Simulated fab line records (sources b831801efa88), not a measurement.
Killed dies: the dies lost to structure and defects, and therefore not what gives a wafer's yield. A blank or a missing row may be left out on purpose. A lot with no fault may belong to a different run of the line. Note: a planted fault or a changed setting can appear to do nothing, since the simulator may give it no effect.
A struck lot beside a sound one | flow sky130 | 43 out of 708 route steps
Sound: these wafers, L892.3, L892.5, L892.6. Wafers struck: L904.1, L904.4, L904.5. The cause is given at the end.
At each step with rows: each side's tool, then ch and its chambers, then its first start. Under that, the readings that differ: sound wafers | struck wafers | difference of the means | sigmas: that difference in standard deviations of wafers without a fault.
alike: words and numbers the same on both sides, and readings whose means are apart by under 2 such deviations; not compared: readings that were withheld, readings missing a value for some wafer, numbers with overlapping values and no deviation given by the record, and bounds like >300 which may hide the same value.
The two part at a step that has a row with sigmas, a row that says differs or no value, or rows on one side only. Numbers that have no deviation but don't overlap get no sigmas and don't part them. A reading missing from all wafers of one side parts the sides only when that side holds two or more wafers.

first, 2 steps without rows for these wafers: SKY_DNWELL_DEVELOP_06 (develop time 60 s); SKY_DNWELL_IMPLANT_07.
SKY_DNWELL_STRIP_08: strips in O2/N2.
  sound on plasma_asher-02 ch 0,1, day 3 19:07; struck on plasma_asher-04 ch 0, day 6 11:34
  reading                      | sound             | struck            | difference | sigmas
  strip_time_to_endpoint_s (s) | 36.79 36.78 36.84 | 37.00 36.95 36.99 | +0.18      | +2
  alike: drypump_motor_current_A, n2_flow_sccm, oes_product_au
  not compared: rf_hours_counter_h
SKY_DNWELL_TW_MEAS_09:
  struck on film_metro-02, day 6 11:40; sound on film_metro-04, day 3 19:11
  alike: DNWELL_TW
then, 7 steps without rows for these wafers: SKY_PWDE_DEHYDRATE_00 (time 60 s); SKY_PWDE_HMDS_01 (prime time 60 s); SKY_PWDE_COAT_02 (resist thk 3000 nm); SKY_PWDE_SOFTBAKE_03; SKY_PWDE_EXPOSE_04 (exposes mask PWDEM, target cd 840 nm); SKY_PWDE_PEB_05; SKY_PWDE_DEVELOP_06 (develop time 60 s).
SKY_PWDE_OVL_MEAS_07:
  struck on overlay-01, day 7 06:40; sound on overlay-01, day 4 11:52
  alike: PWDE_OVL
SKY_PWDE_IMPLANT_08:
  sound on implanter-02 ch 0, day 4 11:56; struck on implanter-03 ch 0, day 7 06:43
  reading            | sound                         | struck                        | difference | sigmas
  dose_ions_cm2      | 3.602e+12 3.601e+12 3.601e+12 | 5.894e+12 5.896e+12 5.898e+12 | +2.295e+12 | +99 or more
  faraday_current_uA | 19.7 20.6 19.7                | 32.6 33.6 33.9                | +13.4      | +33
  alike: beam_energy_keV
SKY_PWDE_STRIP_09: strips in O2/N2.
  sound on plasma_asher-01 ch 0,1, day 4 12:04; struck on plasma_asher-02 ch 0,1, day 7 06:52
  alike: drypump_motor_current_A, n2_flow_sccm, oes_product_au, strip_time_to_endpoint_s
  not compared: rf_hours_counter_h
SKY_PWDE_TW_MEAS_10:
  struck on film_metro-02, day 7 07:13; sound on film_metro-04, day 4 12:09
  reading | sound       | struck      | difference | sigmas
  PWDE_TW | 376 375 376 | 435 435 434 | +59        | +17
  not compared: hold
then, 6 steps without rows for these wafers: SKY_NWELL_HMDS_04 (prime time 60 s); SKY_NWELL_COAT_05 (resist thk 3000 nm); SKY_NWELL_SOFTBAKE_06; SKY_NWELL_EXPOSE_07 (exposes mask NWM, target cd 840 nm); SKY_NWELL_PEB_08; SKY_NWELL_DEVELOP_09 (develop time 60 s).
SKY_NWELL_OVL_MEAS_10:
  struck on overlay-01, day 8 03:08; sound on overlay-02, day 5 06:10
  reading           | sound         | struck      | difference | sigmas
  NWELL_00_OVL (nm) | -1.4 -2.0 0.1 | 2.7 1.3 1.9 | +3.1       | +2
then, 3 steps without rows for these wafers: SKY_NWELL_IMPLANT_11; SKY_NWELL_IMPLANT_12; SKY_NWELL_IMPLANT_13.
SKY_NWELL_STRIP_14: strips in O2/N2.
  sound on plasma_asher-01 ch 0,1, day 5 06:40; struck on plasma_asher-04 ch 0,1, day 8 03:37
  alike: drypump_motor_current_A, n2_flow_sccm, oes_product_au, strip_time_to_endpoint_s
  not compared: rf_hours_counter_h
SKY_NWELL_TW_MEAS_15:
  struck on film_metro-04, day 8 03:43; sound on film_metro-02, day 5 06:46
  alike: NWELL_TW
then, 7 steps without rows for these wafers: SKY_NWELL_DEHYDRATE_16 (time 60 s); SKY_NWELL_HMDS_17 (prime time 60 s); SKY_NWELL_COAT_18 (resist thk 3000 nm); SKY_NWELL_SOFTBAKE_19; SKY_NWELL_EXPOSE_20 (exposes mask NWM COMPLEMENT, target cd 840 nm); SKY_NWELL_PEB_21; SKY_NWELL_DEVELOP_22 (develop time 60 s).
SKY_NWELL_OVL_MEAS_23:
  struck on overlay-01, day 8 23:42; sound on overlay-02, day 6 00:07
  alike: NWELL_01_OVL
after that, 1 step had no rows for these wafers: SKY_NWELL_IMPLANT_24.
SKY_NWELL_STRIP_25: strips in O2/N2.
  sound on plasma_asher-01 ch 0,1, day 6 00:19; struck on plasma_asher-03 ch 0,1, day 8 23:53
  alike: drypump_motor_current_A, n2_flow_sccm, oes_product_au, strip_time_to_endpoint_s
  not compared: rf_hours_counter_h
SKY_NWELL_TW_MEAS_26:
  struck on film_metro-04, day 8 23:59; sound on film_metro-03, day 6 00:24
  reading    | sound       | struck      | difference | sigmas
  NWELL_2_TW | 484 485 486 | 499 502 507 | +18        | +3
then, 1 step without rows for these wafers: SKY_NWELL_CLEAN_27 (cleans in SC1/SC2, time 150 s).
SKY_NWELL_RTA_28: time 30 s.
  sound on rtp_anneal-02 ch 0, day 6 00:32; struck on rtp_anneal-01 ch 0, day 9 00:06
  alike: lamp_power_pct, wafer_temp_C_max
SKY_NWELL_RS_MEAS_29: a four-point-probe measurement.
  struck on film_metro-04, day 9 00:12; sound on film_metro-03, day 6 00:38
  alike: NWELL_RS
SKY_NWELL_RS_MEAS_31: a four-point-probe measurement.
  struck on film_metro-04, day 9 00:44; sound on film_metro-03, day 6 00:52
  reading          | sound          | struck         | difference | sigmas
  PWDE_RS (ohm/sq) | 5276 5270 5278 | 3613 3612 3614 | -1662      | -92
  not compared: hold
after that, 1 step had no rows for these wafers: SKY_PAD_OPEN_PROBE_99.

## WHERE THEY PART
At SKY_DNWELL_STRIP_08 first; at SKY_NWELL_RS_MEAS_31 last (within this record only).

WHY: what had been put in by the simulator
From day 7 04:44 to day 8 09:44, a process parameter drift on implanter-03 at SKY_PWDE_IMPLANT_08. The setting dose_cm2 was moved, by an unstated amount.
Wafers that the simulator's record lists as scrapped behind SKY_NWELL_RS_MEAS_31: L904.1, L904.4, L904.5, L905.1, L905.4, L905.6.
